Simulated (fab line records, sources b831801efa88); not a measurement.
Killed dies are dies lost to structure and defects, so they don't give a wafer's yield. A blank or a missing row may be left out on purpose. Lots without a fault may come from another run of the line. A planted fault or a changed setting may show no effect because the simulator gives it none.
Which tool did it? | flow sky130 | 13 lots, 39 wafers sampled, at 2 steps of a route of 708

WHAT THE GAUGES READ, wafer by wafer
SKY_SD_P_CD_MEAS_07: target cd 380 nm.
lot  | measured     | on        | cd_nm (nm)
L641 | day 25 02:07 | cd_sem-01 | 378.9 379.3 377.4
L643 | day 26 02:32 | cd_sem-01 | 383.1 382.0 382.7
L644 | day 26 14:41 | cd_sem-02 | 378.7 379.9 378.6
L647 | day 27 21:31 | cd_sem-02 | 305.7 305.5 307.1
L651 | day 29 01:19 | cd_sem-01 | 378.0 378.8 379.2
L655 | day 30 14:40 | cd_sem-02 | 385.7 383.2 384.2
L656 | day 30 16:43 | cd_sem-01 | 380.3 378.1 377.2
L657 | day 30 22:49 | cd_sem-02 | 377.4 376.2 375.1
L659 | day 31 17:01 | cd_sem-02 | 378.9 376.8 377.2
L660 | day 32 01:59 | cd_sem-02 | 379.1 377.0 377.2
L661 | day 32 12:44 | cd_sem-01 | 381.3 383.5 380.8
L662 | day 32 18:56 | cd_sem-01 | 382.7 380.7 382.5
L663 | day 32 22:20 | cd_sem-02 | 375.5 378.0 377.9

WHICH TOOL RAN EACH LOT (tool, then ch and the chambers of the sampled wafers, then the start)
lot  | SKY_SD_P_EXPOSE_04
L641 | iline_stepper-01 ch 0, day 24 11:02
L643 | iline_stepper-02 ch 0, day 25 12:29
L644 | iline_stepper-02 ch 0, day 26 00:23
L647 | iline_stepper-02 ch 0, day 27 06:58
L651 | iline_stepper-02 ch 0, day 28 11:20
L655 | iline_stepper-01 ch 0, day 30 00:28
L656 | iline_stepper-01 ch 0, day 30 03:31
L657 | iline_stepper-02 ch 0, day 30 09:38
L659 | iline_stepper-02 ch 0, day 31 03:43
L660 | iline_stepper-02 ch 0, day 31 12:32
L661 | iline_stepper-02 ch 0, day 31 23:14
L662 | iline_stepper-02 ch 0, day 32 05:12
L663 | iline_stepper-02 ch 0, day 32 08:32
- SKY_SD_P_EXPOSE_04: exposes mask PSDM, target cd 380 nm.

WHAT THE TOOLS THEMSELVES READ (means of the sampled wafers that have a number; where no wafer has one, the mark that the record gives instead)
SKY_SD_P_EXPOSE_04.
lot  | tool             | stage_vel_mm_s (mm/s)
L641 | iline_stepper-01 | 499.72
L643 | iline_stepper-02 | 500.16
L644 | iline_stepper-02 | 500.11
L647 | iline_stepper-02 | 500.07
L651 | iline_stepper-02 | 499.98
L655 | iline_stepper-01 | 500.23
L656 | iline_stepper-01 | 500.27
L657 | iline_stepper-02 | 500.06
L659 | iline_stepper-02 | 499.85
L660 | iline_stepper-02 | 499.82
L661 | iline_stepper-02 | 500.36
L662 | iline_stepper-02 | 500.01
L663 | iline_stepper-02 | 499.96

THE ANSWER, worked out from the rows above alone
Rule: what is usual is taken from the lots themselves. Put in order of their means at a reading, lots are off if they are a third of the lots or fewer, leave a main group of 4 or more, and stand apart from it by a gap of 3 or more times the standard deviation of the main group's means; of several such gaps the widest counts. A main group whose means are all the same, to the digits that the tables above print for the reading, isn't used. A lot without any number at a reading at which 4 lots or more have one is off too. The other lots that the step has rows for count as sound. The gauges are gone through in route order, then the tools' own readings, and for those a lot's mean is taken as printed above. The first step at which some lot is off is used, and at that step the reading that is off furthest; a lot without a number counts as furthest.
Off: L647, at SKY_SD_P_CD_MEAS_07 (cd_nm). The main group: mean 379.5 nm, standard deviation 2.4.
A tool fits if, at a process step before that reading, it ran every lot that is off, and no sound lot after the first of them. The gauges at SKY_SD_P_CD_MEAS_07 are tried like those tools. None of those tried fits.

WHAT THE SIMULATOR HAD PUT IN
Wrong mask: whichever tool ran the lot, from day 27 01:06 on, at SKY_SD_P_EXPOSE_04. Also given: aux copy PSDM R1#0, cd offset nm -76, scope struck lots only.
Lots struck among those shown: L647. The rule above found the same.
